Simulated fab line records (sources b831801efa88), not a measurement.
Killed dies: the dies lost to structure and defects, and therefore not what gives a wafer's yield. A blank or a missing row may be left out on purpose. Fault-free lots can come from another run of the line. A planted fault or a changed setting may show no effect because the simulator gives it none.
The tool behind it: which one? | flow sky130 | Sampling: 6 lots, 17 wafers, 2 of 708 route steps

WHAT THE GAUGES SHOWED, per wafer
SKY_VT_ADJUST_LVTN_TW_MEAS_21.
lot  | measured     | on            | VT_ADJUST_LVTN_2_TW
L500 | day 8 08:17  | film-metro-01 | 187.2 185.4 187.1
L510 | day 10 18:46 | film-metro-03 | 208.1 187.5
L515 | day 12 05:39 | film-metro-02 | 187.8 187.5 188.0
L518 | day 13 03:25 | film-metro-01 | 185.7 186.3 186.0
L520 | day 13 12:52 | film-metro-02 | 188.6 189.1 189.3
L522 | day 14 07:19 | film-metro-02 | 189.3 188.1 189.2

WHAT TOOL EACH LOT RAN ON (gives the tool, then ch and the chambers of the sampled wafers, and finally the start)
lot  | SKY_VT_ADJUST_LVTN_IMPLANT_19
L500 | implanter-03 ch 0, day 8 08:02
L510 | implanter-04 ch 0, day 10 18:31
L515 | implanter-01 ch 0, day 12 05:26
L518 | implanter-03 ch 0, day 13 03:10
L520 | implanter-01 ch 0, day 13 12:37
L522 | implanter-01 ch 0, day 14 07:04
- SKY_VT_ADJUST_LVTN_IMPLANT_19

THE ANSWER, worked out from the rows above alone
Rule: the usual values come from the lots themselves. Put in order of their means at a reading, lots are off if they are a third of the lots or fewer, leave a main group of 4 or more, and stand apart from it by a gap of 3 or more times the standard deviation of the main group's means; of several such gaps the widest counts. Not used: any main group whose means are identical at the precision the tables above print for the reading. Also off: a lot with no number at a reading for which 4 or more lots have one. All remaining lots with rows at the step are treated as sound.
Off: at SKY_VT_ADJUST_LVTN_TW_MEAS_21 (VT_ADJUST_LVTN_2_TW), L510. Mean 187.6 and standard deviation 1.2 in the main group.
A tool fits if, at a process step before that reading, it ran every lot that is off, and no sound lot after the first of them. Those tools and the gauges at SKY_VT_ADJUST_LVTN_TW_MEAS_21 are tried in the same way. 2 tools fit, implanter-04 at SKY_VT_ADJUST_LVTN_IMPLANT_19 and film-metro-03 at SKY_VT_ADJUST_LVTN_TW_MEAS_21, so this cannot tell which one it is.

WHAT WAS PUT IN BY THE SIMULATOR
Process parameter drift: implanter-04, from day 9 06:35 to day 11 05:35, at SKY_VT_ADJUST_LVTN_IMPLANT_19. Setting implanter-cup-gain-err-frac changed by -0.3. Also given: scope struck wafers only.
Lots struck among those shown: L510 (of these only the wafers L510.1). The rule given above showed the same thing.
